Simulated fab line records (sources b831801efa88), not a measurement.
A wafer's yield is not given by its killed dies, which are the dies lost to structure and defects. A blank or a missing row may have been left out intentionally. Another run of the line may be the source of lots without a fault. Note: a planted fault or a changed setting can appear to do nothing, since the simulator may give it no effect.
fab line records / flow sky130 / part 2 of 2: steps 31 to 39 of 39
record: lots: 5 wafers: 15 last-day: 50
route steps=708 shown PWDE@48 NWELL@56 VT_ADJUST_HVTP@85
lots that met no fault: taken from a fault-free run of the same line
start-h: hours from the record's first day to the start of the lot's first wafer shown / wait-h: time in hours since the lot's previous step / " same as the row above / L1.1+2: several wafers, shown together as one row / - either no value or no given start / * or withheld: withheld / < > ~ a bound
route shown NAME@n: names a module that has steps shown in the file, with the first one's number in the route / usual: mean/standard deviation taken from wafers without a fault / same: alike in all rows / chamber/n: place in a boat / sites: each site's reading / _std_site: the standard deviation of these / _edge_site: inner sites' mean taken away from outer sites' mean / radius-mm: how far each site lies from the wafer's centre / mask NAME#n: copy n / behind: tool/chamber where the wafer was last shaped / hold: why the lot went on hold/how many hours it stayed there/how the hold came to an end / device: names the non-switching transistor (n, p or np) / end of line: tests run on the same wafers once the route is complete / a step given without rows: its recipe and nothing more / killed: dies that structure and defects cost at the first sort, which is not the same as the wafer's yield / map: the dies of a wafer, with x for killed, . for not killed, _ for no die there
set.NAME: the setting that was run; set.NAME@STEP: the one run at that earlier step / model.NAME: the simulator's own value behind a step, which no gauge read
lots at selected steps of the route; one table per step, one row per wafer
services: a tool's chamber out of use, with start hour (start-h, from the record's first day; less than 0 if before it), hours out, and reason
== steps ==
step: SKY_NWELL_STRIP_25
recipe: chemistry: O2/N2 power-w: 1400 pressure-mtorr: 1500 platen-temp-c: withheld o2-flow-sccm: 3000 n2-flow-sccm: 300 overash-fraction: 0.5
usual: drypump-motor-current-A: 5.87/0.28 o2-flow-sccm: 3000/8.9 oes-product-au: 0.722/0.0046 strip-time-to-endpoint-s: 36.99/0.14
lot.wafer=L075.2 tool=plasma-asher-01 chamber=1 start-h=113.87 wait-h=0.1 drypump-motor-current-A=5.48 o2-flow-sccm=2993 oes-product-au=0.716 rf-hours-counter-h=42 strip-time-to-endpoint-s=37.00
lot.wafer=L075.3 tool=plasma-asher-01 chamber=0 start-h=113.87 wait-h=0.1 drypump-motor-current-A=5.80 o2-flow-sccm=3018 oes-product-au=0.720 rf-hours-counter-h=- strip-time-to-endpoint-s=36.90
lot.wafer=L075.5 tool=plasma-asher-01 chamber=0 start-h=113.87 wait-h=0.1 drypump-motor-current-A=5.81 o2-flow-sccm=2999 oes-product-au=0.732 rf-hours-counter-h=- strip-time-to-endpoint-s=37.04
lot.wafer=L079.3 tool=plasma-asher-03 chamber=0 start-h=136.12 wait-h=0.1 drypump-motor-current-A=5.71 o2-flow-sccm=3008 oes-product-au=0.719 rf-hours-counter-h=- strip-time-to-endpoint-s=37.06
lot.wafer=L079.5 tool=plasma-asher-03 chamber=1 start-h=136.12 wait-h=0.1 drypump-motor-current-A=6.17 o2-flow-sccm=3017 oes-product-au=0.731 rf-hours-counter-h=- strip-time-to-endpoint-s=37.05
lot.wafer=L079.6 tool=plasma-asher-03 chamber=0 start-h=136.12 wait-h=0.1 drypump-motor-current-A=5.70 o2-flow-sccm=3009 oes-product-au=0.727 rf-hours-counter-h=- strip-time-to-endpoint-s=37.07
lot.wafer=L086.1 tool=plasma-asher-04 chamber=1 start-h=177.39 wait-h=0.1 drypump-motor-current-A=6.11 o2-flow-sccm=2990 oes-product-au=0.718 rf-hours-counter-h=49 strip-time-to-endpoint-s=37.16
lot.wafer=L086.3 tool=plasma-asher-04 chamber=1 start-h=177.39 wait-h=0.1 drypump-motor-current-A=6.10 o2-flow-sccm=3001 oes-product-au=0.722 rf-hours-counter-h=- strip-time-to-endpoint-s=37.06
lot.wafer=L086.6 tool=plasma-asher-04 chamber=1 start-h=177.39 wait-h=0.1 drypump-motor-current-A=6.10 o2-flow-sccm=3004 oes-product-au=0.727 rf-hours-counter-h=- strip-time-to-endpoint-s=36.98
lot.wafer=L095.2 tool=plasma-asher-04 chamber=0 start-h=240.08 wait-h=0.1 drypump-motor-current-A=6.27 o2-flow-sccm=2982 oes-product-au=0.717 rf-hours-counter-h=53 strip-time-to-endpoint-s=37.12
lot.wafer=L095.3 tool=plasma-asher-04 chamber=0 start-h=240.08 wait-h=0.1 drypump-motor-current-A=6.26 o2-flow-sccm=2997 oes-product-au=0.720 rf-hours-counter-h=- strip-time-to-endpoint-s=37.23
lot.wafer=L095.5 tool=plasma-asher-04 chamber=0 start-h=240.08 wait-h=0.1 drypump-motor-current-A=6.24 o2-flow-sccm=3009 oes-product-au=0.729 rf-hours-counter-h=- strip-time-to-endpoint-s=37.11
lot.wafer=L097.1 tool=plasma-asher-01 chamber=1 start-h=256.24 wait-h=0.1 drypump-motor-current-A=5.50 o2-flow-sccm=3010 oes-product-au=0.718 rf-hours-counter-h=57 strip-time-to-endpoint-s=37.17
lot.wafer=L097.2 tool=plasma-asher-01 chamber=0 start-h=256.24 wait-h=0.1 drypump-motor-current-A=5.78 o2-flow-sccm=2992 oes-product-au=0.720 rf-hours-counter-h=57 strip-time-to-endpoint-s=37.27
lot.wafer=L097.6 tool=plasma-asher-01 chamber=1 start-h=256.24 wait-h=0.1 drypump-motor-current-A=5.48 o2-flow-sccm=3008 oes-product-au=0.721 rf-hours-counter-h=- strip-time-to-endpoint-s=37.15
step: SKY_NWELL_TW_MEAS_26
usual: NWELL_2_TW: 495/4.9
lot.wafer=L075.2 tool=film-metro-03 chamber=- start-h=113.98 wait-h=0.1 NWELL_2_TW=493
lot.wafer=L075.3 tool=film-metro-03 chamber=- start-h=113.98 wait-h=0.1 NWELL_2_TW=492
lot.wafer=L075.5 tool=film-metro-03 chamber=- start-h=113.98 wait-h=0.1 NWELL_2_TW=491
lot.wafer=L079.3 tool=film-metro-01 chamber=- start-h=136.21 wait-h=0.1 NWELL_2_TW=496
lot.wafer=L079.5 tool=film-metro-01 chamber=- start-h=136.21 wait-h=0.1 NWELL_2_TW=500
lot.wafer=L079.6 tool=film-metro-01 chamber=- start-h=136.21 wait-h=0.1 NWELL_2_TW=500
lot.wafer=L086.1 tool=film-metro-04 chamber=- start-h=177.49 wait-h=0.1 NWELL_2_TW=499
lot.wafer=L086.3 tool=film-metro-04 chamber=- start-h=177.49 wait-h=0.1 NWELL_2_TW=500
lot.wafer=L086.6 tool=film-metro-04 chamber=- start-h=177.49 wait-h=0.1 NWELL_2_TW=501
lot.wafer=L095.2 tool=film-metro-04 chamber=- start-h=240.19 wait-h=0.1 NWELL_2_TW=501
lot.wafer=L095.3 tool=film-metro-04 chamber=- start-h=240.19 wait-h=0.1 NWELL_2_TW=501
lot.wafer=L095.5 tool=film-metro-04 chamber=- start-h=240.19 wait-h=0.1 NWELL_2_TW=505
lot.wafer=L097.1 tool=film-metro-01 chamber=- start-h=256.40 wait-h=0.1 NWELL_2_TW=490
lot.wafer=L097.2 tool=film-metro-01 chamber=- start-h=256.40 wait-h=0.1 NWELL_2_TW=489
lot.wafer=L097.6 tool=film-metro-01 chamber=- start-h=256.40 wait-h=0.1 NWELL_2_TW=492
step: SKY_NWELL_CLEAN_27
recipe: chemistry: SC1/SC2 mix: 1:4:20 temp-c: 70 time-s: 150 dry: n2-spin
usual: bath-guard-temp-C: 69.8/0.46 bath-heat-duty-pct: 12.3/1.3
lot.wafer=L075.2 tool=wet-bench-04 chamber=2 start-h=114.03 wait-h=0.0 bath-guard-temp-C=69.4 bath-heat-duty-pct=11.4
lot.wafer=L075.3 tool=wet-bench-04 chamber=2 start-h=114.03 wait-h=0.0 bath-guard-temp-C=69.5 bath-heat-duty-pct=10.4
lot.wafer=L075.5 tool=wet-bench-04 chamber=2 start-h=114.03 wait-h=0.0 bath-guard-temp-C=69.4 bath-heat-duty-pct=11.4
lot.wafer=L079.3 tool=wet-bench-01 chamber=2 start-h=136.25 wait-h=0.0 bath-guard-temp-C=70.4 bath-heat-duty-pct=12.6
lot.wafer=L079.5 tool=wet-bench-01 chamber=2 start-h=136.25 wait-h=0.0 bath-guard-temp-C=70.3 bath-heat-duty-pct=11.8
lot.wafer=L079.6 tool=wet-bench-01 chamber=2 start-h=136.25 wait-h=0.0 bath-guard-temp-C=70.4 bath-heat-duty-pct=12.7
lot.wafer=L086.1 tool=wet-bench-01 chamber=1 start-h=177.55 wait-h=0.1 bath-guard-temp-C=69.9 bath-heat-duty-pct=13.9
lot.wafer=L086.3 tool=wet-bench-01 chamber=1 start-h=177.55 wait-h=0.1 bath-guard-temp-C=70.1 bath-heat-duty-pct=12.2
lot.wafer=L086.6 tool=wet-bench-01 chamber=1 start-h=177.55 wait-h=0.1 bath-guard-temp-C=70.2 bath-heat-duty-pct=12.9
lot.wafer=L095.2 tool=wet-bench-01 chamber=3 start-h=240.24 wait-h=0.0 bath-guard-temp-C=69.9 bath-heat-duty-pct=11.8
lot.wafer=L095.3 tool=wet-bench-01 chamber=3 start-h=240.24 wait-h=0.0 bath-guard-temp-C=70.5 bath-heat-duty-pct=11.1
lot.wafer=L095.5 tool=wet-bench-01 chamber=3 start-h=240.24 wait-h=0.0 bath-guard-temp-C=69.7 bath-heat-duty-pct=12.4
lot.wafer=L097.1 tool=wet-bench-03 chamber=3 start-h=256.46 wait-h=0.1 bath-guard-temp-C=69.5 bath-heat-duty-pct=11.5
lot.wafer=L097.2 tool=wet-bench-03 chamber=3 start-h=256.46 wait-h=0.1 bath-guard-temp-C=69.6 bath-heat-duty-pct=13.7
lot.wafer=L097.6 tool=wet-bench-03 chamber=3 start-h=256.46 wait-h=0.1 bath-guard-temp-C=69.3 bath-heat-duty-pct=12.2
step: SKY_NWELL_RTA_28
recipe: temp-c: 1050 time-s: 30 idle-temp-c: 650 ramp-up-c-per-s: 150 ramp-down-c-per-s: 90 ambient: N2
usual: chamber-o2-ppm: 2.000/0.019 lamp-power-pct: 25.30/0.052 wafer_temp_C_max: 1054.8/0.91
lot.wafer=L075.2 tool=rtp-anneal-01 chamber=0 start-h=114.09 wait-h=0.0 chamber-o2-ppm=1.974 lamp-power-pct=25.34 wafer_temp_C_max=1055.1
lot.wafer=L075.3 tool=rtp-anneal-01 chamber=0 start-h=114.09 wait-h=0.0 chamber-o2-ppm=1.967 lamp-power-pct=25.26 wafer_temp_C_max=1054.2
lot.wafer=L075.5 tool=rtp-anneal-01 chamber=0 start-h=114.09 wait-h=0.0 chamber-o2-ppm=1.997 lamp-power-pct=25.34 wafer_temp_C_max=1056.0
lot.wafer=L079.3 tool=rtp-anneal-02 chamber=0 start-h=136.33 wait-h=0.0 chamber-o2-ppm=2.019 lamp-power-pct=25.24 wafer_temp_C_max=1054.6
lot.wafer=L079.5 tool=rtp-anneal-02 chamber=0 start-h=136.33 wait-h=0.0 chamber-o2-ppm=2.000 lamp-power-pct=25.31 wafer_temp_C_max=1054.4
lot.wafer=L079.6 tool=rtp-anneal-02 chamber=0 start-h=136.33 wait-h=0.0 chamber-o2-ppm=2.008 lamp-power-pct=25.30 wafer_temp_C_max=1055.1
lot.wafer=L086.1 tool=rtp-anneal-02 chamber=0 start-h=177.60 wait-h=0.0 chamber-o2-ppm=1.993 lamp-power-pct=25.24 wafer_temp_C_max=1055.5
lot.wafer=L086.3 tool=rtp-anneal-02 chamber=0 start-h=177.60 wait-h=0.0 chamber-o2-ppm=1.986 lamp-power-pct=25.25 wafer_temp_C_max=1056.5
lot.wafer=L086.6 tool=rtp-anneal-02 chamber=0 start-h=177.60 wait-h=0.0 chamber-o2-ppm=2.023 lamp-power-pct=25.30 wafer_temp_C_max=1056.2
lot.wafer=L095.2 tool=rtp-anneal-02 chamber=0 start-h=240.30 wait-h=0.0 chamber-o2-ppm=2.008 lamp-power-pct=25.30 wafer_temp_C_max=1055.4
lot.wafer=L095.3 tool=rtp-anneal-02 chamber=0 start-h=240.30 wait-h=0.0 chamber-o2-ppm=2.036 lamp-power-pct=25.33 wafer_temp_C_max=1055.2
lot.wafer=L095.5 tool=rtp-anneal-02 chamber=0 start-h=240.30 wait-h=0.0 chamber-o2-ppm=2.015 lamp-power-pct=25.43 wafer_temp_C_max=1054.3
lot.wafer=L097.1 tool=rtp-anneal-01 chamber=0 start-h=256.56 wait-h=0.0 chamber-o2-ppm=2.024 lamp-power-pct=25.22 wafer_temp_C_max=1054.5
lot.wafer=L097.2 tool=rtp-anneal-01 chamber=0 start-h=256.56 wait-h=0.0 chamber-o2-ppm=2.010 lamp-power-pct=25.37 wafer_temp_C_max=1055.1
lot.wafer=L097.6 tool=rtp-anneal-01 chamber=0 start-h=256.56 wait-h=0.0 chamber-o2-ppm=1.987 lamp-power-pct=25.33 wafer_temp_C_max=1054.6
step: SKY_NWELL_RS_MEAS_29
recipe: thk-meas-gauge: four-point-probe
usual: NWELL_RS: 624.6/1.4
lot.wafer=L075.2 tool=film-metro-03 chamber=- start-h=114.20 wait-h=0.1 NWELL_RS[ohm/sq]=623.9
lot.wafer=L075.3 tool=film-metro-03 chamber=- start-h=114.20 wait-h=0.1 NWELL_RS[ohm/sq]=623.2
lot.wafer=L075.5 tool=film-metro-03 chamber=- start-h=114.20 wait-h=0.1 NWELL_RS[ohm/sq]=625.1
lot.wafer=L079.3 tool=film-metro-04 chamber=- start-h=136.44 wait-h=0.1 NWELL_RS[ohm/sq]=626.9
lot.wafer=L079.5 tool=film-metro-04 chamber=- start-h=136.44 wait-h=0.1 NWELL_RS[ohm/sq]=625.4
lot.wafer=L079.6 tool=film-metro-04 chamber=- start-h=136.44 wait-h=0.1 NWELL_RS[ohm/sq]=625.4
lot.wafer=L086.1 tool=film-metro-03 chamber=- start-h=177.70 wait-h=0.1 NWELL_RS[ohm/sq]=623.7
lot.wafer=L086.3 tool=film-metro-03 chamber=- start-h=177.70 wait-h=0.1 NWELL_RS[ohm/sq]=625.9
lot.wafer=L086.6 tool=film-metro-03 chamber=- start-h=177.70 wait-h=0.1 NWELL_RS[ohm/sq]=624.6
lot.wafer=L095.2 tool=film-metro-04 chamber=- start-h=240.41 wait-h=0.1 NWELL_RS[ohm/sq]=626.2
lot.wafer=L095.3 tool=film-metro-04 chamber=- start-h=240.41 wait-h=0.1 NWELL_RS[ohm/sq]=625.4
lot.wafer=L095.5 tool=film-metro-04 chamber=- start-h=240.41 wait-h=0.1 NWELL_RS[ohm/sq]=625.7
lot.wafer=L097.1 tool=film-metro-01 chamber=- start-h=256.66 wait-h=0.1 NWELL_RS[ohm/sq]=625.2
lot.wafer=L097.2 tool=film-metro-01 chamber=- start-h=256.66 wait-h=0.1 NWELL_RS[ohm/sq]=623.7
lot.wafer=L097.6 tool=film-metro-01 chamber=- start-h=256.66 wait-h=0.1 NWELL_RS[ohm/sq]=626.0
step: SKY_NWELL_RS_MEAS_31
recipe: thk-meas-gauge: four-point-probe
usual: PWDE_RS: 5276/17
lot.wafer=L075.2 tool=film-metro-03 chamber=- start-h=114.44 wait-h=0.1 PWDE_RS[ohm/sq]=5287
lot.wafer=L075.3 tool=film-metro-03 chamber=- start-h=114.44 wait-h=0.1 PWDE_RS[ohm/sq]=5305
lot.wafer=L075.5 tool=film-metro-03 chamber=- start-h=114.44 wait-h=0.1 PWDE_RS[ohm/sq]=5288
lot.wafer=L079.3 tool=film-metro-04 chamber=- start-h=136.68 wait-h=0.1 PWDE_RS[ohm/sq]=5310
lot.wafer=L079.5 tool=film-metro-04 chamber=- start-h=136.68 wait-h=0.1 PWDE_RS[ohm/sq]=5311
lot.wafer=L079.6 tool=film-metro-04 chamber=- start-h=136.68 wait-h=0.1 PWDE_RS[ohm/sq]=5310
lot.wafer=L086.1 tool=film-metro-03 chamber=- start-h=177.94 wait-h=0.1 PWDE_RS[ohm/sq]=5274
lot.wafer=L086.3 tool=film-metro-03 chamber=- start-h=177.94 wait-h=0.1 PWDE_RS[ohm/sq]=5271
lot.wafer=L086.6 tool=film-metro-03 chamber=- start-h=177.94 wait-h=0.1 PWDE_RS[ohm/sq]=5271
lot.wafer=L095.2 tool=film-metro-04 chamber=- start-h=240.65 wait-h=0.1 PWDE_RS[ohm/sq]=5282
lot.wafer=L095.3 tool=film-metro-04 chamber=- start-h=240.65 wait-h=0.1 PWDE_RS[ohm/sq]=5274
lot.wafer=L095.5 tool=film-metro-04 chamber=- start-h=240.65 wait-h=0.1 PWDE_RS[ohm/sq]=5251
lot.wafer=L097.1 tool=film-metro-01 chamber=- start-h=256.90 wait-h=0.1 PWDE_RS[ohm/sq]=5290
lot.wafer=L097.2 tool=film-metro-01 chamber=- start-h=256.90 wait-h=0.1 PWDE_RS[ohm/sq]=5290
lot.wafer=L097.6 tool=film-metro-01 chamber=- start-h=256.90 wait-h=0.1 PWDE_RS[ohm/sq]=5292
step: SKY_VT_ADJUST_HVTP_DEHYDRATE_00
recipe: temp-c: 200 time-s: 60
usual: heater-power-total-W: 160.37/0.12
lot.wafer=L075.2 tool=litho-track-02 chamber=0 start-h=123.46 wait-h=9.0 heater-power-total-W=160.51
lot.wafer=L075.3 tool=litho-track-02 chamber=0 start-h=123.46 wait-h=9.0 heater-power-total-W=160.50
lot.wafer=L075.5 tool=litho-track-02 chamber=0 start-h=123.46 wait-h=9.0 heater-power-total-W=160.44
lot.wafer=L079.3 tool=litho-track-04 chamber=0 start-h=145.69 wait-h=9.0 heater-power-total-W=160.35
lot.wafer=L079.5 tool=litho-track-04 chamber=0 start-h=145.69 wait-h=9.0 heater-power-total-W=160.16
lot.wafer=L079.6 tool=litho-track-04 chamber=0 start-h=145.69 wait-h=9.0 heater-power-total-W=160.32
lot.wafer=L086.1 tool=litho-track-03 chamber=0 start-h=187.58 wait-h=9.6 heater-power-total-W=160.27
lot.wafer=L086.3 tool=litho-track-03 chamber=0 start-h=187.58 wait-h=9.6 heater-power-total-W=160.37
lot.wafer=L086.6 tool=litho-track-03 chamber=0 start-h=187.58 wait-h=9.6 heater-power-total-W=160.25
lot.wafer=L095.2 tool=litho-track-04 chamber=0 start-h=252.17 wait-h=11.5 heater-power-total-W=160.23
lot.wafer=L095.3 tool=litho-track-04 chamber=0 start-h=252.17 wait-h=11.5 heater-power-total-W=160.59
lot.wafer=L095.5 tool=litho-track-04 chamber=0 start-h=252.17 wait-h=11.5 heater-power-total-W=160.17
lot.wafer=L097.1 tool=litho-track-02 chamber=0 start-h=268.59 wait-h=11.7 heater-power-total-W=160.26
lot.wafer=L097.2 tool=litho-track-02 chamber=0 start-h=268.59 wait-h=11.7 heater-power-total-W=160.41
lot.wafer=L097.6 tool=litho-track-02 chamber=0 start-h=268.59 wait-h=11.7 heater-power-total-W=160.32
step: SKY_VT_ADJUST_HVTP_HMDS_01
recipe: prime-time-s: 60 prime-temp-c: 120
lot.wafer=L075.2+3+5 tool=litho-track-02 chamber=0 start-h=123.61 wait-h=0.1
lot.wafer=L079.3+5+6 tool=litho-track-04 chamber=0 start-h=145.84 wait-h=0.1
lot.wafer=L086.1+3+6 tool=litho-track-03 chamber=0 start-h=187.73 wait-h=0.1
lot.wafer=L095.2+3+5 tool=litho-track-04 chamber=0 start-h=252.32 wait-h=0.1
lot.wafer=L097.1+2+6 tool=litho-track-02 chamber=0 start-h=268.74 wait-h=0.1
step: SKY_VT_ADJUST_HVTP_COAT_02
recipe: resist: NOVOLAK spin-rpm: 3000 resist-thk-nm: 1140
lot.wafer=L075.2+3+5 tool=litho-track-02 chamber=0 start-h=123.76 wait-h=0.1
lot.wafer=L079.3+5+6 tool=litho-track-04 chamber=0 start-h=145.99 wait-h=0.1
lot.wafer=L086.1+3+6 tool=litho-track-03 chamber=0 start-h=187.88 wait-h=0.1
lot.wafer=L095.2+3+5 tool=litho-track-04 chamber=0 start-h=252.47 wait-h=0.1
lot.wafer=L097.1+2+6 tool=litho-track-02 chamber=0 start-h=268.89 wait-h=0.1
== services ==
tool=implanter-02 chamber=- start-h=46.27 hours=12.0 kind=pm
tool=iline-stepper-01 chamber=- start-h=50.68 hours=8.3 kind=repair
tool=implanter-02 chamber=- start-h=58.42 hours=0.9 kind=repair
tool=iline-stepper-01 chamber=- start-h=68.46 hours=3.2 kind=repair
tool=rtp-anneal-02 chamber=- start-h=78.03 hours=1.3 kind=pm
tool=implanter-04 chamber=- start-h=82.94 hours=48.8 kind=pm
tool=iline-stepper-01 chamber=- start-h=83.13 hours=1.7 kind=pm
tool=wet-bench-01 chamber=- start-h=100.01 hours=0.6 kind=repair
tool=implanter-03 chamber=- start-h=103.59 hours=5.0 kind=pm
tool=plasma-asher-03 chamber=- start-h=108.75 hours=9.0 kind=pm
tool=plasma-asher-03 chamber=- start-h=125.19 hours=7.4 kind=pm
tool=implanter-04 chamber=- start-h=149.99 hours=5.5 kind=repair
tool=implanter-04 chamber=- start-h=161.93 hours=5.4 kind=pm
tool=iline-stepper-02 chamber=- start-h=188.99 hours=1.7 kind=pm
tool=plasma-asher-04 chamber=- start-h=197.05 hours=28.1 kind=pm
tool=litho-track-03 chamber=- start-h=206.36 hours=- kind=consumable-replace:filter
tool=iline-stepper-02 chamber=- start-h=211.91 hours=4.4 kind=pm
tool=implanter-02 chamber=- start-h=215.14 hours=4.4 kind=repair
tool=iline-stepper-02 chamber=- start-h=220.33 hours=14.3 kind=repair
tool=plasma-asher-03 chamber=- start-h=229.38 hours=14.1 kind=repair
tool=implanter-01 chamber=- start-h=235.98 hours=5.3 kind=repair
tool=iline-stepper-01 chamber=- start-h=241.71 hours=12.3 kind=repair
tool=implanter-04 chamber=- start-h=262.56 hours=2.2 kind=repair
tool=rtp-anneal-02 chamber=- start-h=264.02 hours=3.4 kind=pm
